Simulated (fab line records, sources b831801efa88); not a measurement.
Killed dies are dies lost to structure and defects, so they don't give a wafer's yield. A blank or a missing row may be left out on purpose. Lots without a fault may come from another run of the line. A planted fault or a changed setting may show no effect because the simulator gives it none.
Chamber matching | flow sky130 | SKY_SONOS_ONO_ETCH_15 on rie_diel-01: 4 sister chambers
The step etches the open film in CHF3/O2, target depth 19.52 nm, time 7.8 s. 8 wafers are shown with their chamber, then 7 later ones without.

WAFERS WITH THEIR CHAMBER
wafer  | chamber | drypump_motor_current_A (A) | oes_product_au (a.u.)
L076.4 | 1       | 5.7                         | 1.006
L078.4 | 0       | 6.3                         | 1.014
L082.4 | 3       | 5.6                         | 1.001
L086.2 | 2       | 5.7                         | 1.025
L086.4 | 1       | 5.7                         | 1.019
L086.5 | 3       | 5.6                         | 1.018
L088.1 | 0       | 6.3                         | 1.013
L088.3 | 2       | 5.6                         | 1.032

WAFERS WITHOUT THEIR CHAMBER
wafer  | drypump_motor_current_A (A) | oes_product_au (a.u.)
L088.4 | 5.7                         | 1.004
L090.1 | 6.3                         | 1.020
L090.4 | 5.7                         | 1.019
L090.5 | 5.7                         | 0.992
L093.2 | 5.7                         | 0.995
L093.5 | 5.7                         | 0.992
L093.6 | 5.7                         | 1.026

WHICH CHAMBER EACH WENT THROUGH
wafer  | from the rows above     | in truth
L088.4 | can't be placed: 1 or 3 | 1
L090.1 | 0                       | 0
L090.4 | can't be placed: 1 or 2 | 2
L090.5 | can't be placed: 1 or 3 | 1
L093.2 | can't be placed: 1 or 3 | 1
L093.5 | can't be placed: 1 or 3 | 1
L093.6 | can't be placed: 2 or 1 | 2
Placed correctly: 1 of 7. Can't be placed from these rows: 6 (the true chamber is among the candidates in 6). Placed wrongly: 0.
How it was worked out, from the rows above alone: a wafer's distance from a chamber is the root of the sum, over the readings, of the square of ((its reading less the chamber's mean) divided by the reading's scatter). The wafer belongs to the nearest chamber; if the next one is less than 2 further off, it can't be placed. A chamber's mean is the mean of its shown wafers. The scatter: the root of (the sum of the squares of (reading less its chamber's mean) over the shown wafers, divided by (wafers less chambers)).
